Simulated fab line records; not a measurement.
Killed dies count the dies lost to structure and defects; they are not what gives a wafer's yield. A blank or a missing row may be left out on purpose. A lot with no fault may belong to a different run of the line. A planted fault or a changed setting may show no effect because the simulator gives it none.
fab line records	flow sky130
[record] lots = 15	wafers = 45	last_day = 51
route steps=708 shown VIA3@574 METAL4@599 CAP2M@603
lots that met no fault: from a run of the same line without faults
start_h: the number of hours between the record's first day and the start of the first shown wafer of the lot	wait_h: hours since the lot's step before	" same as the row above	L1.1+2: one row covering several wafers at once	- either no value or no given start	* or withheld: withheld	< > ~ a bound
route shown NAME@n: NAME is a module with steps in the file, n the number in the route of the first one	usual: the fault-free wafers' mean and standard deviation	same: alike in all rows	chamber/n: place in a boat	sites: each site's reading	_std_site: standard deviation across them	_edge_site: inner sites' mean taken away from outer sites' mean	radius_mm: how far each site lies from the wafer's centre	mask NAME#n: copy n	behind: the last tool/chamber to shape the wafer	hold: what put the lot on hold/how long, in hours/how the hold closed	device: the transistor (n, p or np) that didn't switch	end of line: the route-end tests of the same wafers	where a step has no rows: the recipe by itself	killed: dies that structure and defects cost at the first sort, which is not the same as the wafer's yield	map: the dies of a wafer, with x for killed, . for not killed, _ for no die there
set.NAME: the run value of the setting; set.NAME@STEP: its run value at that earlier step	model.NAME: the simulator's own value behind a step, which no gauge read
route steps across a sampled set of lots; one table per step, one row per wafer
services: from which hour (start_h, from the record's first day; less than 0 if before it) a tool's chamber was out of use, for how many hours, and why
[[steps]]
[step SKY_VIA3_THK_MEAS_01]
[recipe] reads = SiO2_of_VIA3_HDPCVD_00
[usual] VIA3_HDPCVD_THK = 1713/18
lot.wafer	tool	chamber	start_h	wait_h	VIA3_HDPCVD_THK[nm]
L687.1	film_metro-02	-	959.93	0.1	1695
L687.5	"	-	"	"	1699
L687.6	"	-	"	"	1678
L688.4	film_metro-04	-	966.61	0.0	1723
L688.5	"	-	"	"	1712
L688.6	"	-	"	"	1727
L691.4	film_metro-04	-	989.94	0.0	1687
L691.5	"	-	"	"	1712
L691.6	"	-	"	"	1756
L692.2	film_metro-04	-	992.27	0.1	1687
L692.4	"	-	"	"	1670
L692.6	"	-	"	"	1702
L694.1	film_metro-02	-	1000.28	0.1	1761
L694.3	"	-	"	"	1729
L694.4	"	-	"	"	1703
L695.1	film_metro-01	-	1014.89	0.2	1693
L695.3	"	-	"	"	1707
L695.4	"	-	"	"	1697
L696.1	film_metro-04	-	1020.00	0.1	1724
L696.3	"	-	"	"	1682
L696.5	"	-	"	"	1678
L699.1	film_metro-04	-	1038.81	0.1	1713
L699.2	"	-	"	"	1700
L699.3	"	-	"	"	1732
L700.4	film_metro-04	-	1039.89	0.0	1726
L700.5	"	-	"	"	1730
L700.6	"	-	"	"	1709
L702.4	film_metro-04	-	1049.40	0.0	1711
L702.5	"	-	"	"	1733
L702.6	"	-	"	"	1702
L703.1	film_metro-01	-	1063.06	0.1	1726
L703.3	"	-	"	"	1732
L703.4	"	-	"	"	1748
L704.3	film_metro-02	-	1063.40	0.1	1707
L704.5	"	-	"	"	1695
L704.6	"	-	"	"	1713
L705.1	film_metro-01	-	1080.87	0.1	1735
L705.4	"	-	"	"	1723
L705.5	"	-	"	"	1691
L706.2	film_metro-01	-	1081.45	0.1	1750
L706.4	"	-	"	"	1703
L706.5	"	-	"	"	1699
L707.2	film_metro-04	-	1087.25	0.1	1733
L707.5	"	-	"	"	1725
L707.6	"	-	"	"	1726
[step SKY_VIA3_CMP_24]
[recipe] stop_on = SiO2	t_overpolish_s = 20	down_force_psi = 3.5	platen_rpm = 60	target_thk_nm = 0	pad_velocity_m_s = 0.94248
[usual] motor_current_A = 11.1/1.2	overpolish_run_s = 19.999/0.0078	time_to_endpoint_s = 97/3.6
lot.wafer	tool	chamber	start_h	wait_h	motor_current_A	overpolish_run_s	time_to_endpoint_s
L687.1	cmp-02	1	986.93	0.1	10.5	20.000	94
L687.5	"	0	"	"	11.4	20.004	93
L687.6	"	1	"	"	10.1	19.993	94
L688.4	cmp-02	3	993.11	0.4	11.1	20.003	98
L688.6	"	2	"	"	13.2	20.002	93
L688.5	"	3	"	"	11.1	19.993	97
L691.4	cmp-02	2	1016.40	0.2	13.3	20.004	94
L691.6	"	2	"	"	13.2	19.999	98
L691.5	"	3	"	"	10.8	20.002	98
L692.4	cmp-01	3	1018.86	0.0	12.0	19.991	99
L692.2	"	2	"	"	11.2	20.000	96
L692.6	"	0	"	"	8.9	20.008	100
L694.3	cmp-02	3	1026.36	0.0	11.3	19.989	100
L694.4	"	0	"	"	10.6	19.997	94
L694.1	"	2	"	"	13.1	20.006	96
L695.3	cmp-02	3	1039.61	0.1	11.0	20.001	95
L695.4	"	0	"	"	10.9	19.987	90
L695.1	"	1	"	"	10.3	20.007	91
L696.1	cmp-02	2	1045.00	0.1	12.4	19.997	95
L696.3	"	3	"	"	10.7	20.006	95
L696.5	"	3	"	"	11.6	19.997	95
L699.1	cmp-01	2	1063.30	0.1	11.0	19.996	105
L699.3	"	3	"	"	11.5	19.995	100
L699.2	"	0	"	"	9.1	19.988	103
L700.4	cmp-01	2	1064.45	0.1	11.3	20.012	105
L700.5	"	1	"	"	10.1	20.000	97
L700.6	"	2	"	"	10.7	20.004	97
L702.4	cmp-01	1	1073.41	0.3	10.0	19.996	94
L702.5	"	2	"	"	11.4	19.996	99
L702.6	"	3	"	"	10.9	20.002	93
L703.4	cmp-02	2	1086.89	0.0	11.9	19.997	98
L703.3	"	0	"	"	10.6	19.990	94
L703.1	"	1	"	"	9.7	20.006	97
L704.3	cmp-01	3	1087.65	0.1	11.5	19.997	98
L704.6	"	2	"	"	10.9	20.011	99
L704.5	"	3	"	"	11.0	19.993	96
L705.1	cmp-02	2	1102.73	0.1	13.5	20.010	97
L705.4	"	0	"	"	10.9	20.002	94
L705.5	"	2	"	"	13.6	20.014	99
L706.4	cmp-02	1	1104.06	0.0	10.3	20.012	97
L706.2	"	3	"	"	10.8	19.998	100
L706.5	"	1	"	"	10.4	20.001	100
L707.2	cmp-01	3	1110.98	0.1	12.2	20.003	102
L707.5	"	1	"	"	10.2	19.989	96
L707.6	"	2	"	"	11.3	19.985	97
[step SKY_METAL4_SPUTTER_01]
[recipe] material = TiN	target_thk_nm = 20	power_w = 6500	time_s = 16.7	chamber_pressure_pa = 0.3867
[usual] chamber_pressure_pa = 0.3867/0.00079	throttle_valve_pct = 29.9/0.83
lot.wafer	tool	chamber	start_h	wait_h	chamber_pressure_pa	throttle_valve_pct
L687.1	pvd_sputter-03	-	987.20	0.0	0.3863	30.1
L687.5	"	-	"	"	0.3861	29.6
L687.6	"	-	"	"	0.3868	30.2
L688.4	pvd_sputter-01	-	993.38	0.0	0.3866	28.9
L688.5	"	-	"	"	0.3862	31.1
L688.6	"	-	"	"	0.3874	28.9
L691.4	pvd_sputter-04	-	1016.72	0.0	0.3858	28.5
L691.5	"	-	"	"	0.3863	30.9
L691.6	"	-	"	"	0.3877	28.5
L692.2	pvd_sputter-04	-	1019.18	0.0	0.3859	30.1
L692.4	"	-	"	"	0.3875	29.1
L692.6	"	-	"	"	0.3853	30.3
L694.1	pvd_sputter-03	-	1026.68	0.0	0.3870	29.9
L694.3	"	-	"	"	0.3865	30.8
L694.4	"	-	"	"	0.3859	29.5
L695.1	pvd_sputter-04	-	1039.88	0.0	0.3861	28.7
L695.3	"	-	"	"	0.3857	30.2
L695.4	"	-	"	"	0.3869	29.4
L696.1	pvd_sputter-01	-	1045.33	0.0	0.3870	30.9
L696.3	"	-	"	"	0.3853	28.4
L696.5	"	-	"	"	0.3869	28.8
L699.1	pvd_sputter-03	-	1063.57	0.0	0.3864	30.2
L699.2	"	-	"	"	0.3883	30.9
L699.3	"	-	"	"	0.3870	29.6
L700.4	pvd_sputter-03	-	1064.73	0.0	0.3864	30.2
L700.5	"	-	"	"	0.3879	31.0
L700.6	"	-	"	"	0.3861	29.9
L702.4	pvd_sputter-03	-	1073.58	0.0	0.3867	30.9
L702.5	"	-	"	"	0.3869	29.4
L702.6	"	-	"	"	0.3884	29.8
L703.1	pvd_sputter-01	-	1087.22	0.0	0.3867	28.8
L703.3	"	-	"	"	0.3860	28.4
L703.4	"	-	"	"	0.3873	31.1
L704.3	pvd_sputter-04	-	1087.92	0.0	0.3862	29.0
L704.5	"	-	"	"	0.3882	30.7
L704.6	"	-	"	"	0.3868	30.2
L705.1	pvd_sputter-04	-	1103.05	0.0	0.3865	30.9
L705.4	"	-	"	"	0.3874	28.7
L705.5	"	-	"	"	0.3871	28.8
L706.2	pvd_sputter-03	-	1104.38	0.0	0.3859	29.5
L706.4	"	-	"	"	0.3878	30.6
L706.5	"	-	"	"	0.3857	29.9
L707.2	pvd_sputter-03	-	1111.20	0.0	0.3874	29.7
L707.5	"	-	"	"	0.3871	30.2
L707.6	"	-	"	"	0.3859	30.7
[step SKY_CAP2M_CVD_00]
[recipe] material = SiO2	target_thk_nm = 15.5	temp_c = 400	time_s = withheld	rf_w = 450
[usual] heater_power_outer_w = 459/78	heater_power_w = 781/130
lot.wafer	tool	chamber	start_h	wait_h	heater_power_outer_w	heater_power_w
L687.1	pecvd-02	0	987.33	0.0	466	762
L687.5	"	1	"	"	418	660
L687.6	"	0	"	"	456	785
L688.4	pecvd-04	1	993.53	0.0	447	809
L688.5	"	2	"	"	595	1026
L688.6	"	0	"	"	404	679
L691.4	pecvd-02	1	1016.86	0.0	407	643
L691.5	"	2	"	"	520	834
L691.6	"	0	"	"	355	638
L692.2	pecvd-04	2	1019.31	0.0	616	1063
L692.4	"	0	"	"	396	669
L692.6	"	1	"	"	381	718
L694.1	pecvd-02	0	1026.81	0.0	-	-
L694.3	"	1	"	"	-	-
L694.4	"	1	"	"	-	-
L695.1	pecvd-03	2	1040.01	0.0	-	-
L695.3	"	0	"	"	-	-
L695.4	"	0	"	"	-	-
L696.1	pecvd-02	0	1045.46	0.0	-	-
L696.3	"	2	"	"	-	-
L696.5	"	0	"	"	-	-
L699.1	pecvd-03	0	1063.71	0.0	510	783
L699.2	"	2	"	"	373	696
L699.3	"	1	"	"	395	777
L700.4	pecvd-04	0	1064.87	0.0	415	708
L700.5	"	1	"	"	346	669
L700.6	"	2	"	"	534	951
L702.4	pecvd-03	2	1073.73	0.0	340	658
L702.5	"	0	"	"	438	702
L702.6	"	1	"	"	485	876
L703.1	pecvd-04	1	1087.36	0.0	382	721
L703.3	"	2	"	"	670	1180
L703.4	"	0	"	"	467	776
L704.3	pecvd-02	0	1088.05	0.0	440	760
L704.5	"	2	"	"	577	888
L704.6	"	1	"	"	411	630
L705.1	pecvd-02	0	1103.18	0.0	458	767
L705.4	"	0	"	"	449	786
L705.5	"	1	"	"	389	636
L706.2	pecvd-04	1	1104.51	0.0	441	761
L706.4	"	0	"	"	408	687
L706.5	"	1	"	"	422	742
L707.2	pecvd-03	2	1111.33	0.0	342	644
L707.5	"	0	"	"	449	705
L707.6	"	2	"	"	346	640
[[services]]
tool	chamber	start_h	hours	kind
pecvd-04	1	965.86	6.1	repair
pecvd-02	0	989.88	4.3	repair
cmp-01	-	990.65	1.9	repair
cmp-02	-	990.74	0.5	repair
pvd_sputter-03	-	991.61	0.9	repair
pecvd-04	2	994.35	5.5	scheduled_down
pecvd-02	2	996.31	5.0	scheduled_down
pvd_sputter-01	-	999.56	1.9	repair
pecvd-03	-	1004.35	0.6	repair
cmp-01	-	1005.47	5.3	repair
pecvd-03	-	1016.41	2.8	pm
cmp-02	-	1026.96	4.4	pm
cmp-01	-	1032.28	0.5	repair
pecvd-04	-	1040.29	1.7	repair
pvd_sputter-03	-	1041.60	7.9	repair
cmp-02	-	1063.42	4.0	pm
pecvd-03	1	1066.96	2.4	repair
cmp-02	-	1067.42	-	consumable_replace:conditioner
cmp-02	-	1067.42	-	consumable_replace:pad
cmp-02	-	1072.04	1.6	repair
cmp-01	-	1075.00	2.3	repair
pecvd-02	2	1079.20	5.5	scheduled_down
cmp-02	-	1094.33	2.3	repair
cmp-02	-	1099.13	0.7	repair
[[key]]
[first_sign] step = SKY_CAP2M_CVD_00	reading = tool_record	direction = missing
effect none on later readings
met_at SKY_CAP2M_CVD_00
struck_lots L694,L695,L696
later_rows_left_out L694.1,L694.3,L694.4,L695.1,L695.3,L695.4,L696.1,L696.3,L696.5
sort_left_out L694.1,L694.3,L694.4,L695.1,L695.3,L695.4,L696.1,L696.3,L696.5
not_acting_at SKY_VIA3_THK_MEAS_01,SKY_VIA3_CMP_24,SKY_METAL4_SPUTTER_01
onset_between 1016.86 1026.81
[fault] kind = skipped_step_whole	tool = pecvd-02,pecvd-03	chamber = -	onset_h = 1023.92	steps = SKY_CAP2M_CVD_00	scope = struck_lots_only
// sort_left_out: the simulated sort isn't trusted on such a fault, so these wafers' sort isn't shown, and their yield isn't known
// later_rows_left_out: the simulator's readings of these wafers behind a module that went badly wrong aren't trusted and aren't shown, but for the sort
